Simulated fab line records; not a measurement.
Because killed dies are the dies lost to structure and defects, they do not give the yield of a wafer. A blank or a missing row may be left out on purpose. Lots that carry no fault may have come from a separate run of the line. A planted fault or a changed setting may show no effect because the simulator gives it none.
Shared-tool check -- flow sky130 -- 13 lots and 39 wafers in the sample

## WHAT PROMPTED THE OPENING
1 of 13 lots carry a flag on the reading SD_N_TW at SKY_SD_N_TW_MEAS_12. No-fault wafers: 3969, standard deviation 16.
Rule: a lot is flagged when every wafer of it that has a number lies more than 4 standard deviations from that mean, or none has a number. The rest of the lots are taken to be sound.

lot,measured,on,"SD_N_TW, wafer by wafer",flag
L254,day 27 16:49,film_metro-04,3921 3931 3937,
L253,day 27 17:51,film_metro-02,3956 3968 3960,
L255,day 29 11:54,film_metro-02,3943 3950 3942,
L259,day 33 02:46,film_metro-03,3972 3965 3956,
L262,day 33 04:06,film_metro-03,30 30 30,FLAGGED
L261,day 33 06:36,film_metro-04,3951 3966 3969,
L267,day 33 12:23,film_metro-04,3950 3987 3959,
L268,day 33 13:24,film_metro-03,3992 3987 3984,
L270,day 33 15:18,film_metro-02,3995 3980 3968,
L272,day 34 01:19,film_metro-02,3986 3967 3975,
L273,day 34 04:45,film_metro-03,3965 3969 3967,
L274,day 34 08:13,film_metro-02,3971 3968 3943,
L276,day 35 04:43,film_metro-03,3981 3996 3982,
Flagged lots average 30: -3939 relative to the usual, that is -99 or more standard deviations.

## EACH LOT AND THE TOOL IT RAN ON
3 process steps preceding the reading are held in the record, out of 708 steps in the route. Cell contents, in order: the tool; ch with the chambers the sampled wafers went through; the start.
lot,flag,SKY_SD_P_STRIP_10,SKY_RES_XHIGH_STRIP_08,SKY_SD_N_STRIP_11
L254,,"plasma_asher-02 ch 0, day 25 06:58","plasma_asher-04 ch 0,1, day 26 12:20","plasma_asher-02 ch 0,1, day 27 16:43"
L253,,"plasma_asher-04 ch 0,1, day 25 07:09","plasma_asher-01 ch 0,1, day 26 12:31","plasma_asher-01 ch 0,1, day 27 17:45"
L255,,"plasma_asher-03 ch 0,1, day 27 03:13","plasma_asher-04 ch 0, day 28 07:16","plasma_asher-02 ch 0,1, day 29 11:48"
L259,,"plasma_asher-04 ch 0,1, day 30 19:45","plasma_asher-01 ch 0,1, day 31 23:36","plasma_asher-02 ch 0,1, day 33 02:40"
L262,FLAGGED,"plasma_asher-02 ch 0,1, day 30 20:21","plasma_asher-01 ch 0,1, day 32 00:38","plasma_asher-04 ch 1, day 33 04:00"
L261,,"plasma_asher-02 ch 0,1, day 30 22:33","plasma_asher-03 ch 0, day 32 02:56","plasma_asher-02 ch 0,1, day 33 06:30"
L267,,"plasma_asher-03 ch 0,1, day 31 05:47","plasma_asher-03 ch 0,1, day 32 09:11","plasma_asher-01 ch 0,1, day 33 12:17"
L268,,"plasma_asher-04 ch 0,1, day 31 07:09","plasma_asher-03 ch 0,1, day 32 10:11","plasma_asher-01 ch 0,1, day 33 13:18"
L270,,"plasma_asher-02 ch 0,1, day 31 08:24","plasma_asher-04 ch 0,1, day 32 11:37","plasma_asher-01 ch 0,1, day 33 15:12"
L272,,"plasma_asher-03 ch 0,1, day 31 19:43","plasma_asher-03 ch 0,1, day 32 21:37","plasma_asher-01 ch 0,1, day 34 01:13"
L273,,"plasma_asher-02 ch 0,1, day 31 22:27","plasma_asher-04 ch 0,1, day 33 01:16","plasma_asher-01 ch 0, day 34 04:39"
L274,,"plasma_asher-02 ch 0,1, day 32 02:01","plasma_asher-04 ch 0,1, day 33 05:21","plasma_asher-01 ch 0, day 34 08:07"
L276,,"plasma_asher-02 ch 0,1, day 32 22:35","plasma_asher-01 ch 0,1, day 34 01:29","plasma_asher-04 ch 0,1, day 35 04:38"
What the steps here do:
- SKY_SD_P_STRIP_10: strips in O2/N2.
- SKY_RES_XHIGH_STRIP_08: strips in O2/N2.
- SKY_SD_N_STRIP_11: strips in O2/N2.
- SKY_SD_N_TW_MEAS_12

## FLAGGED AGAINST TOTAL, ONE TOOL AT A TIME (gauges that did the reading follow at the end)
step,tool,lots run,flagged,share of the flagged lots,sound lots run after its first flagged lot
SKY_SD_P_STRIP_10,plasma_asher-02,7,1,all,"5 (L261,L270,L273,L274,L276)"
SKY_SD_P_STRIP_10,plasma_asher-03,3,0,none,-
SKY_SD_P_STRIP_10,plasma_asher-04,3,0,none,-
SKY_RES_XHIGH_STRIP_08,plasma_asher-01,4,1,all,1 (L276)
SKY_RES_XHIGH_STRIP_08,plasma_asher-03,4,0,none,-
SKY_RES_XHIGH_STRIP_08,plasma_asher-04,5,0,none,-
SKY_SD_N_STRIP_11,plasma_asher-01,7,0,none,-
SKY_SD_N_STRIP_11,plasma_asher-02,4,0,none,-
SKY_SD_N_STRIP_11,plasma_asher-04,2,1,all,1 (L276)
SKY_SD_N_TW_MEAS_12,film_metro-02,5,0,none,-
SKY_SD_N_TW_MEAS_12,film_metro-03,5,1,all,"3 (L268,L273,L276)"
SKY_SD_N_TW_MEAS_12,film_metro-04,3,0,none,-

## WHAT IS ALLOWED BY THE TABLE
4 rows of the table ran every flagged lot: plasma_asher-02 at SKY_SD_P_STRIP_10, plasma_asher-01 at SKY_RES_XHIGH_STRIP_08, plasma_asher-04 at SKY_SD_N_STRIP_11, film_metro-03 at SKY_SD_N_TW_MEAS_12.
- plasma_asher-02 at SKY_SD_P_STRIP_10: 1 of its 7 lots flagged. Sound lots followed the first flagged one (L261, L270, L273, L274, L276) on it, something a lasting fault affecting the whole tool could not allow.
- plasma_asher-01 at SKY_RES_XHIGH_STRIP_08: 1 of its 4 lots flagged. Sound lots followed the first flagged one (L276) on it, something a lasting fault affecting the whole tool could not allow. Its own readings lie more than 4 standard deviations out on every wafer of the flagged lots: oes_product_au.
- plasma_asher-04 at SKY_SD_N_STRIP_11: 1 of its 2 lots flagged. Sound lots followed the first flagged one (L276) on it, something a lasting fault affecting the whole tool could not allow. Its own readings lie more than 4 standard deviations out on every wafer of the flagged lots: oes_product_au, strip_time_to_endpoint_s.
- film_metro-03 at SKY_SD_N_TW_MEAS_12: 1 of its 5 lots flagged. Sound lots followed the first flagged one (L268, L273, L276) on it, something a lasting fault affecting the whole tool could not allow.
Not one row of the table ran every flagged lot while running no sound lot after the first.

## WHAT HAD BEEN PUT IN BY THE SIMULATOR
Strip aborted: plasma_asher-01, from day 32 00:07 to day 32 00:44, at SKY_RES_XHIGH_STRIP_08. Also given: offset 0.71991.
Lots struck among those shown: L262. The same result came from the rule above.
